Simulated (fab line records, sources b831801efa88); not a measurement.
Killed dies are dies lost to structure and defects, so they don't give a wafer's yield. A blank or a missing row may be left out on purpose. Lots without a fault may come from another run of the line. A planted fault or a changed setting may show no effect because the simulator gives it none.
fab line records | flow sky130 | part 1 of 2: steps 1 to 25 of 36
record lots=5 wafers=15 last_day=50
route steps=708 shown VIA3@579 METAL4@598 CAP2M@603
lots that met no fault: from a run of the same line without faults
start_h: hours from the record's first day to the start of the lot's first wafer shown | wait_h: hours since the lot's step before | " the same as in the row above | L1.1+2: a row that stands for several wafers | - no value, or no start given | * or withheld: withheld | < > ~ a bound
route shown NAME@n: a module of which the file shows steps, and the number in the route of the first | usual: mean/standard deviation of fault-free wafers | same: alike in all rows | chamber/n: place in a boat | sites: the reading at each site | _std_site: their standard deviation | _edge_site: outer sites' mean less inner sites' | radius_mm: how far each site lies from the wafer's centre | mask NAME#n: copy n | behind: the tool/chamber that last shaped the wafer | hold: why the lot was held/for how many hours/how that ended | device: the transistor (n, p or np) that didn't switch | end of line: the same wafers' tests at the end of the route | a step without rows: its recipe alone | killed: dies lost to structure and defects at the first sort, not the wafer's yield | map: a wafer's dies, x killed, . not, _ none there
set.NAME: the setting as run; set.NAME@STEP: as run at that earlier step | model.NAME: the simulator's own value behind a step, which no gauge read
lots at some steps of the route; a table a step, a row a wafer
services: from which hour (start_h, from the record's first day; less than 0 if before it) a tool's chamber was out of use, for how many hours, and why
## steps
# step SKY_VIA3_COAT_06
# recipe resist=BARC temp_c=withheld time_s=withheld spin_rpm=3000 resist_thk_nm=60
# usual exhaust_pa=45.0/0.83
# columns lot.wafer tool chamber start_h wait_h exhaust_pa
L081.4 litho_track-04 0 972.24 0.1 44.1
L081.5 " 0 " " 44.9
L081.6 " 0 " " 44.9
L093.1 litho_track-01 0 1044.90 0.1 45.6
L093.5 " 0 " " 44.1
L093.6 " 0 " " 45.1
L094.1 litho_track-02 0 1052.18 0.1 44.7
L094.3 " 0 " " 44.3
L094.4 " 0 " " 45.0
L095.2 litho_track-01 0 1060.08 0.1 44.9
L095.5 " 0 " " 44.2
L095.6 " 0 " " 44.7
L096.1 litho_track-01 0 1066.20 0.1 45.5
L096.2 " 0 " " 45.3
L096.3 " 0 " " 45.5
# step SKY_VIA3_COAT_07
# recipe resist=KrF-thick spin_rpm=3000 resist_thk_nm=450
# usual exhaust_pa=44.9/0.96
# columns lot.wafer tool chamber start_h wait_h exhaust_pa
L081.4 litho_track-04 0 - - 43.4
L081.5 " 0 " " 43.7
L081.6 " 0 " " 44.2
L093.1 litho_track-01 0 - - 44.6
L093.5 " 0 " " 44.4
L093.6 " 0 " " 43.7
L094.1 litho_track-02 0 - - 44.8
L094.3 " 0 " " 44.8
L094.4 " 0 " " 46.0
L095.2 litho_track-01 0 - - 45.1
L095.5 " 0 " " 45.3
L095.6 " 0 " " 45.5
L096.1 litho_track-01 0 - - 45.0
L096.2 " 0 " " 44.5
L096.3 " 0 " " 44.2
# step SKY_VIA3_SOFTBAKE_08
# recipe temp_c=100 time_s=90 resist=KrF-thick
# usual exhaust_pa=45.1/0.99
# columns lot.wafer tool chamber start_h wait_h exhaust_pa
L081.4 litho_track-04 0 - - 45.2
L081.5 " 0 " " 46.1
L081.6 " 0 " " 46.6
L093.1 litho_track-01 0 - - 44.7
L093.5 " 0 " " 43.9
L093.6 " 0 " " 43.2
L094.1 litho_track-02 0 - - 46.3
L094.3 " 0 " " 45.3
L094.4 " 0 " " 46.1
L095.2 litho_track-01 0 - - 45.7
L095.5 " 0 " " 43.2
L095.6 " 0 " " 45.6
L096.1 litho_track-01 0 - - 45.4
L096.2 " 0 " " 45.4
L096.3 " 0 " " 47.3
# step SKY_VIA3_EXPOSE_09
# recipe mask_id=VIM3 na=0.8 source_shape=annular sigma_inner=0.55 sigma_outer=0.85 target_cd_nm=200 dose_mj=38
# usual reticle_temp_C=22.99/0.12
# columns lot.wafer tool chamber start_h wait_h mask reticle_temp_C
L081.4 krf_scanner-01 0 - - VIM3#0 22.93
L081.5 " 0 " " VIM3#0 22.73
L081.6 " 0 " " VIM3#0 22.88
L093.1 krf_scanner-02 0 - - VIM3#0 23.07
L093.5 " 0 " " VIM3#0 23.04
L093.6 " 0 " " VIM3#0 23.16
L094.1 krf_scanner-01 0 - - VIM3#0 23.15
L094.3 " 0 " " VIM3#0 22.87
L094.4 " 0 " " VIM3#0 23.07
L095.2 krf_scanner-02 0 - - VIM3#0 22.81
L095.5 " 0 " " VIM3#0 22.86
L095.6 " 0 " " VIM3#0 22.82
L096.1 krf_scanner-01 0 - - VIM3#0 22.97
L096.2 " 0 " " VIM3#0 22.98
L096.3 " 0 " " VIM3#0 22.97
# step SKY_VIA3_PEB_10
# recipe peb_temp_c=withheld peb_time_s=withheld resist=KrF-thick
# usual exhaust_pa=45.1/0.8
# columns lot.wafer tool chamber start_h wait_h exhaust_pa
L081.4 litho_track-02 0 - - 44.9
L081.5 " 0 " " 43.8
L081.6 " 0 " " 44.2
L093.1 litho_track-01 0 - - 45.6
L093.5 " 0 " " 45.7
L093.6 " 0 " " 44.3
L094.1 litho_track-01 0 - - 45.0
L094.3 " 0 " " 45.4
L094.4 " 0 " " 44.7
L095.2 litho_track-01 0 - - 43.4
L095.5 " 0 " " 43.4
L095.6 " 0 " " 45.1
L096.1 litho_track-04 0 - - 45.3
L096.2 " 0 " " 45.2
L096.3 " 0 " " 44.9
# step SKY_VIA3_DEVELOP_11
# recipe develop_time_s=60 resist=KrF-thick dev_temp_c=21
# usual exhaust_pa=44.9/0.87
# columns lot.wafer tool chamber start_h wait_h exhaust_pa
L081.4 litho_track-02 0 - - 46.4
L081.5 " 0 " " 44.8
L081.6 " 0 " " 47.1
L093.1 litho_track-01 0 - - 44.1
L093.5 " 0 " " 45.3
L093.6 " 0 " " 45.2
L094.1 litho_track-01 0 - - 44.2
L094.3 " 0 " " 45.3
L094.4 " 0 " " 43.7
L095.2 litho_track-01 0 - - 45.8
L095.5 " 0 " " 45.0
L095.6 " 0 " " 44.3
L096.1 litho_track-04 0 - - 47.3
L096.2 " 0 " " 45.5
L096.3 " 0 " " 46.2
# step SKY_VIA3_CD_MEAS_12
# recipe target_cd_nm=200
# usual cd_nm=200.7/1.1
# columns lot.wafer tool chamber start_h wait_h cd_nm
L081.4 cd_sem-02 - 984.89 - 198.3
L081.5 " - " " 199.4
L081.6 " - " " 198.4
L093.1 cd_sem-01 - 1056.65 - 200.0
L093.5 " - " " 200.3
L093.6 " - " " 200.2
L094.1 cd_sem-02 - 1064.30 - 200.9
L094.3 " - " " 199.6
L094.4 " - " " 200.2
L095.2 cd_sem-01 - 1071.32 - 199.3
L095.5 " - " " 198.6
L095.6 " - " " 199.3
L096.1 cd_sem-01 - 1077.17 - 202.3
L096.2 " - " " 201.0
L096.3 " - " " 201.0
# step SKY_VIA3_OVL_MEAS_13
# usual VIA3_OVL=0/5.3
# columns lot.wafer tool chamber start_h wait_h VIA3_OVL[nm]
L081.4 overlay-01 - 984.97 0.1 3
L081.5 " - " " -11
L081.6 " - " " 4
L093.1 overlay-02 - 1056.77 0.1 -2
L093.5 " - " " -2
L093.6 " - " " 5
L094.1 overlay-01 - 1064.42 0.1 -9
L094.3 " - " " -12
L094.4 " - " " -6
L095.2 overlay-02 - 1071.43 0.1 12
L095.5 " - " " 7
L095.6 " - " " 0
L096.1 overlay-01 - 1077.29 0.1 -1
L096.2 " - " " 0
L096.3 " - " " 4
# step SKY_VIA3_ETCH_14
# recipe chemistry=N2/H2 target=BARC ion_energy_ev=200 source_w=500 bias_w=100 pressure_mtorr=30 n2_flow_sccm=100 h2_flow_sccm=200 stop_on=SiO2 time_s=45.9 target_depth_a=600
# usual drypump_motor_current_A=5.7/0.44 oes_product_au=0.855/0.0044 throttle_valve_pct=13.225/0.0093
# columns lot.wafer tool chamber start_h wait_h drypump_motor_current_A oes_product_au rf_hours_counter_h throttle_valve_pct
L081.4 rie_diel-02 2 984.99 0.0 5.0 0.859 22 13.211
L081.5 " 2 " " 5.0 0.861 - 13.240
L081.6 " 1 " " 5.4 0.858 - 13.227
L093.1 rie_diel-01 1 1056.81 0.0 6.5 0.857 15 13.228
L093.5 " 3 " " 6.3 0.852 - 13.232
L093.6 " 2 " " 5.6 0.858 - 13.230
L094.1 rie_diel-02 3 1064.46 0.0 6.1 0.859 20 13.219
L094.3 " 2 " " 5.0 0.856 24 13.240
L094.4 " 0 " " 5.2 0.856 10 13.221
L095.2 rie_diel-01 3 1071.46 0.0 6.3 0.853 19 13.221
L095.5 " 1 " " 6.5 0.853 - 13.212
L095.6 " 2 " " 5.6 0.852 - 13.227
L096.1 rie_diel-01 0 1077.32 0.0 5.4 0.854 15 13.233
L096.2 " 2 " " 5.6 0.852 20 13.216
L096.3 " 1 " " 6.5 0.859 16 13.221
# step SKY_VIA3_ETCH_15
# recipe target=SiO2 chemistry=C4F8/O2/Ar target_depth_nm=507 stop_on=TiN mask_material=KrF-thick source_w=1500 bias_w=1200 pressure_mtorr=40 c4f8_flow_sccm=withheld O2_flow_sccm=6 Ar_flow_sccm=300 time_s=78
# usual oes_product_au=0.946/0.0051
# columns lot.wafer tool chamber start_h wait_h oes_product_au rf_hours_counter_h
L081.4 rie_diel-02 2 985.03 0.0 0.946 22
L081.5 " 2 " " 0.944 -
L081.6 " 1 " " 0.939 -
L093.1 rie_diel-01 1 1056.85 0.0 0.945 15
L093.5 " 3 " " 0.951 -
L093.6 " 2 " " 0.952 -
L094.1 rie_diel-02 3 1064.50 0.0 0.943 20
L094.3 " 2 " " 0.945 24
L094.4 " 0 " " 0.937 10
L095.2 rie_diel-01 3 1071.50 0.0 0.939 19
L095.5 " 1 " " 0.932 -
L095.6 " 2 " " 0.933 -
L096.1 rie_diel-01 0 1077.36 0.0 0.950 15
L096.2 " 2 " " 0.949 20
L096.3 " 1 " " 0.944 16
# step SKY_VIA3_STRIP_16
# recipe chemistry=O2/N2 power_w=1400 pressure_mtorr=1500 platen_temp_c=withheld o2_flow_sccm=3000 n2_flow_sccm=300 overash_fraction=0.5
# usual drypump_motor_current_A=5.66/0.21 oes_product_au=0.401/0.0046 strip_time_to_endpoint_s=4.123/0.022
# columns lot.wafer tool chamber start_h wait_h drypump_motor_current_A oes_product_au rf_hours_counter_h strip_time_to_endpoint_s
L081.4 plasma_asher-04 1 985.12 0.1 5.67 0.392 - 4.173
L081.5 " 0 " " 5.30 0.405 - 4.151
L081.6 " 1 " " 5.66 0.396 - 4.135
L093.1 plasma_asher-04 0 1056.91 0.0 5.28 0.400 32 4.112
L093.5 " 0 " " 5.30 0.400 - 4.129
L093.6 " 1 " " 5.64 0.398 - 4.143
L094.1 plasma_asher-03 0 1064.56 0.0 5.97 0.399 0 4.096
L094.3 " 1 " " 5.66 0.401 - 4.141
L094.4 " 0 " " 5.98 0.393 - 4.124
L095.2 plasma_asher-04 0 1071.56 0.0 5.30 0.398 34 4.126
L095.5 " 1 " " 5.68 0.401 - 4.120
L095.6 " 0 " " 5.29 0.401 - 4.123
L096.1 plasma_asher-01 0 1077.42 0.0 5.77 0.398 95 4.127
L096.2 " 1 " " 5.73 0.397 95 4.138
L096.3 " 1 " " 5.73 0.400 - 4.139
# step SKY_VIA3_STRIP_17
# recipe chemistry=post_etch_residue_remover time_s=1200 temp_c=72.5
# columns lot.wafer tool chamber start_h wait_h
L081.4+5+6 wet_bench-02 0 985.19 0.0
L093.1+5+6 wet_bench-03 0 1057.01 0.1
L094.1+3+4 wet_bench-01 3 1064.66 0.1
L095.2+5+6 wet_bench-02 0 1071.66 0.1
L096.1+2+3 wet_bench-01 2 1077.52 0.1
# step SKY_VIA3_CLEAN_18
# recipe chemistry=IPA time_s=180 temp_c=25
# columns lot.wafer tool chamber start_h wait_h
L081.4+5+6 wet_bench-03 1 985.53 0.0
L093.1+5+6 wet_bench-01 0 1057.35 0.0
L094.1+3+4 wet_bench-01 1 1065.00 0.0
L095.2+5+6 wet_bench-03 3 1072.35 0.0
L096.1+2+3 wet_bench-01 3 1077.87 0.0
# step SKY_VIA3_CLEAN_19
# recipe chemistry=O3/DIW dry=n2_spin
# columns lot.wafer tool chamber start_h wait_h
L081.4+5+6 wet_bench-01 2 985.59 0.0
L093.1+5+6 wet_bench-03 2 1057.41 0.0
L094.1+3+4 wet_bench-01 2 1065.06 0.0
L095.2+5+6 wet_bench-01 0 1072.40 0.0
L096.1+2+3 wet_bench-01 2 1077.92 0.0
# step SKY_VIA3_SPUTTER_20
# recipe material=TiN target_thk_nm=20 chamber_pressure_pa=5 power_w=4000 time_s=80
# usual throttle_valve_pct=30.3/1.6
# columns lot.wafer tool chamber start_h wait_h throttle_valve_pct
L081.4 pvd_sputter-01 - 985.69 0.0 31.4
L081.5 " - " " 30.1
L081.6 " - " " 27.7
L093.1 pvd_sputter-03 - 1057.50 0.0 31.4
L093.5 " - " " 33.0
L093.6 " - " " 29.5
L094.1 pvd_sputter-03 - 1065.15 0.0 29.5
L094.3 " - " " 31.6
L094.4 " - " " 31.5
L095.2 pvd_sputter-04 - 1072.50 0.0 28.5
L095.5 " - " " 31.9
L095.6 " - " " 29.4
L096.1 pvd_sputter-01 - 1078.02 0.0 29.9
L096.2 " - " " 31.1
L096.3 " - " " 31.0
# step SKY_VIA3_CVD_21
# recipe material=W target_thk_nm=390 time_s=117.31 temp_c=400 pressure_torr=40
# usual heater_power_w=830/44
# columns lot.wafer tool chamber start_h wait_h heater_power_w
L081.4 cvd_w-01 1 985.79 0.1 865
L081.5 " 0 " " 820
L081.6 " 1 " " 833
L093.1 cvd_w-01 1 1057.56 0.0 848
L093.5 " 0 " " 830
L093.6 " 1 " " 860
L094.1 cvd_w-02 0 1065.21 0.0 781
L094.3 " 1 " " 886
L094.4 " 0 " " 751
L095.2 cvd_w-02 0 1072.56 0.0 785
L095.5 " 1 " " 877
L095.6 " 0 " " 764
L096.1 cvd_w-01 0 1078.08 0.0 829
L096.2 " 1 " " 877
L096.3 " 1 " " 845
# step SKY_VIA3_RS_MEAS_22
# recipe thk_meas_gauge=four-point-probe reads=W_of_VIA3_CVD_21+TiN_of_VIA3_SPUTTER_20
# usual VIA3_W_RS=0.292/0.0046
# columns lot.wafer tool chamber start_h wait_h VIA3_W_RS[ohm/sq]
L081.4 film_metro-01 - 985.93 0.1 0.294
L081.5 " - " " 0.285
L081.6 " - " " 0.294
L093.1 film_metro-01 - 1057.69 0.1 0.293
L093.5 " - " " 0.285
L093.6 " - " " 0.294
L094.1 film_metro-02 - 1065.34 0.1 0.294
L094.3 " - " " 0.296
L094.4 " - " " 0.296
L095.2 film_metro-03 - 1072.70 0.1 0.296
L095.5 " - " " 0.297
L095.6 " - " " 0.298
L096.1 film_metro-01 - 1078.20 0.1 0.286
L096.2 " - " " 0.293
L096.3 " - " " 0.296
# step SKY_VIA3_THK_MEAS_23
# recipe thk_meas_gauge=xrf reads=W_of_VIA3_CVD_21
# usual VIA3_W_THK=386/6.6
# columns lot.wafer tool chamber start_h wait_h VIA3_W_THK[nm]
L081.4 film_metro-01 - 986.02 0.1 383
L081.5 " - " " 395
L081.6 " - " " 382
L093.1 film_metro-01 - 1057.81 0.1 387
L093.5 " - " " 395
L093.6 " - " " 382
L094.1 film_metro-02 - 1065.46 0.1 379
L094.3 " - " " 376
L094.4 " - " " 377
L095.2 film_metro-03 - 1072.81 0.1 374
L095.5 " - " " 372
L095.6 " - " " 372
L096.1 film_metro-01 - 1078.32 0.1 395
L096.2 " - " " 386
L096.3 " - " " 379
# step SKY_VIA3_CMP_24
# recipe stop_on=SiO2 t_overpolish_s=20 down_force_psi=3.5 platen_rpm=60 target_thk_nm=0 pad_velocity_m_s=0.94248
# usual motor_current_A=11.0/1 overpolish_run_s=20.000/0.0099 slurry_flow_ml_min=150.0/0.49 time_to_endpoint_s=93/3.5
# columns lot.wafer tool chamber start_h wait_h motor_current_A overpolish_run_s slurry_flow_ml_min time_to_endpoint_s
L081.4 cmp-01 1 986.20 0.2 10.5 20.011 150.4 87
L081.5 " 2 " " 11.6 20.007 150.1 90
L081.6 " 3 " " 11.0 20.000 150.7 84
L093.1 cmp-02 3 1057.92 0.1 10.3 19.992 150.0 95
L093.6 " 2 " " 9.2 20.013 149.4 94
L093.5 " 3 " " 10.3 20.005 150.0 96
L094.4 cmp-01 2 1065.52 0.0 12.4 19.998 150.6 92
L094.1 " 3 " " 10.6 19.993 150.4 92
L094.3 " 1 " " 10.9 20.008 150.1 93
L095.2 cmp-02 1 1073.01 0.2 10.3 20.008 150.8 95
L095.5 " 2 " " 9.1 19.987 149.6 93
L095.6 " 3 " " 10.0 20.005 150.1 92
L096.2 cmp-02 3 1078.38 0.0 9.9 19.997 149.6 91
L096.3 " 0 " " 10.5 20.002 149.8 94
L096.1 " 2 " " 9.4 20.011 150.0 99
# step SKY_METAL4_SPUTTER_00
# recipe material=Ti target_thk_nm=15 power_w=3000 time_s=10 chamber_pressure_pa=0.4
# usual throttle_valve_pct=30.4/1.2
# columns lot.wafer tool chamber start_h wait_h throttle_valve_pct
L081.4 pvd_sputter-01 - 986.35 0.1 30.0
L081.5 " - " " 30.0
L081.6 " - " " 31.3
L093.1 pvd_sputter-04 - 1058.17 0.2 29.8
L093.5 " - " " 29.8
L093.6 " - " " 31.9
L094.1 pvd_sputter-04 - 1065.82 0.2 29.7
L094.3 " - " " 31.9
L094.4 " - " " 30.0
L095.2 pvd_sputter-02 - 1073.16 0.1 30.3
L095.5 " - " " 31.3
L095.6 " - " " 31.9
L096.1 pvd_sputter-04 - 1078.68 0.1 29.7
L096.2 " - " " 29.6
L096.3 " - " " 28.5
# step SKY_METAL4_SPUTTER_01
# recipe material=TiN target_thk_nm=20 power_w=6500 time_s=16.7 chamber_pressure_pa=0.4
# usual throttle_valve_pct=30.4/1.2
# columns lot.wafer tool chamber start_h wait_h throttle_valve_pct
L081.4 pvd_sputter-01 - 986.37 0.0 30.1
L081.5 " - " " 29.9
L081.6 " - " " 31.3
L093.1 pvd_sputter-04 - 1058.19 0.0 29.6
L093.5 " - " " 29.8
L093.6 " - " " 32.1
L094.1 pvd_sputter-04 - 1065.84 0.0 29.8
L094.3 " - " " 32.0
L094.4 " - " " 29.9
L095.2 pvd_sputter-02 - 1073.18 0.0 30.4
L095.5 " - " " 31.3
L095.6 " - " " 31.9
L096.1 pvd_sputter-04 - 1078.70 0.0 29.5
L096.2 " - " " 29.8
L096.3 " - " " 28.2
# step SKY_METAL4_SPUTTER_02
# recipe material=AlCu target_thk_nm=735 power_w=10600 time_s=39.1 chamber_pressure_pa=0.4
# usual throttle_valve_pct=30.4/1.2
# columns lot.wafer tool chamber start_h wait_h throttle_valve_pct
L081.4 pvd_sputter-01 - 986.40 0.0 30.2
L081.5 " - " " 29.7
L081.6 " - " " 31.3
L093.1 pvd_sputter-04 - 1058.22 0.0 29.8
L093.5 " - " " 29.6
L093.6 " - " " 32.1
L094.1 pvd_sputter-04 - 1065.87 0.0 29.7
L094.3 " - " " 32.0
L094.4 " - " " 29.6
L095.2 pvd_sputter-02 - 1073.21 0.0 30.4
L095.5 " - " " 31.3
L095.6 " - " " 32.1
L096.1 pvd_sputter-04 - 1078.73 0.0 29.5
L096.2 " - " " 29.8
L096.3 " - " " 28.2
# step SKY_METAL4_SPUTTER_03
# recipe material=Ti target_thk_nm=5 power_w=3000 time_s=3.3 chamber_pressure_pa=0.4
# usual throttle_valve_pct=30.4/1.2
# columns lot.wafer tool chamber start_h wait_h throttle_valve_pct
L081.4 pvd_sputter-01 - 986.44 0.0 29.9
L081.5 " - " " 30.1
L081.6 " - " " 31.2
L093.1 pvd_sputter-04 - 1058.25 0.0 30.0
L093.5 " - " " 29.9
L093.6 " - " " 31.8
L094.1 pvd_sputter-04 - 1065.90 0.0 29.8
L094.3 " - " " 31.9
L094.4 " - " " 29.7
L095.2 pvd_sputter-02 - 1073.25 0.0 30.4
L095.5 " - " " 30.9
L095.6 " - " " 32.0
L096.1 pvd_sputter-04 - 1078.77 0.0 29.5
L096.2 " - " " 29.9
L096.3 " - " " 28.4
# step SKY_METAL4_SPUTTER_04
# recipe material=TiN target_thk_nm=70 power_w=6500 time_s=58.3 chamber_pressure_pa=0.4
# usual throttle_valve_pct=30.4/1.2
# columns lot.wafer tool chamber start_h wait_h throttle_valve_pct
L081.4 pvd_sputter-01 - 986.45 0.0 30.2
L081.5 " - " " 30.1
L081.6 " - " " 31.3
L093.1 pvd_sputter-04 - 1058.27 0.0 29.3
L093.5 " - " " 29.7
L093.6 " - " " 31.8
L094.1 pvd_sputter-04 - 1065.92 0.0 30.1
L094.3 " - " " 31.7
L094.4 " - " " 29.8
L095.2 pvd_sputter-02 - 1073.26 0.0 30.4
L095.5 " - " " 31.3
L095.6 " - " " 32.2
L096.1 pvd_sputter-04 - 1078.78 0.0 29.6
L096.2 " - " " 29.9
L096.3 " - " " 28.2
# step SKY_CAP2M_CVD_00
# recipe material=SiO2 target_thk_nm=15.5 temp_c=400 time_s=withheld rf_w=450
# usual heater_power_w=716/130
# columns lot.wafer tool chamber start_h wait_h heater_power_w
L081.4 pecvd-03 0 986.51 0.0 597
L081.5 " 2 " " 604
L081.6 " 1 " " 574
L093.1 pecvd-02 2 1058.32 0.0 750
L093.5 " 2 " " 728
L093.6 " 0 " " 766
L094.1 pecvd-04 0 1065.97 0.0 675
L094.3 " 2 " " 1053
L094.4 " 2 " " 1012
L095.2 pecvd-02 2 1073.31 0.0 695
L095.5 " 0 " " 688
L095.6 " 2 " " 710
L096.1 pecvd-03 2 1078.83 0.0 621
L096.2 " 1 " " 555
L096.3 " 0 " " 593
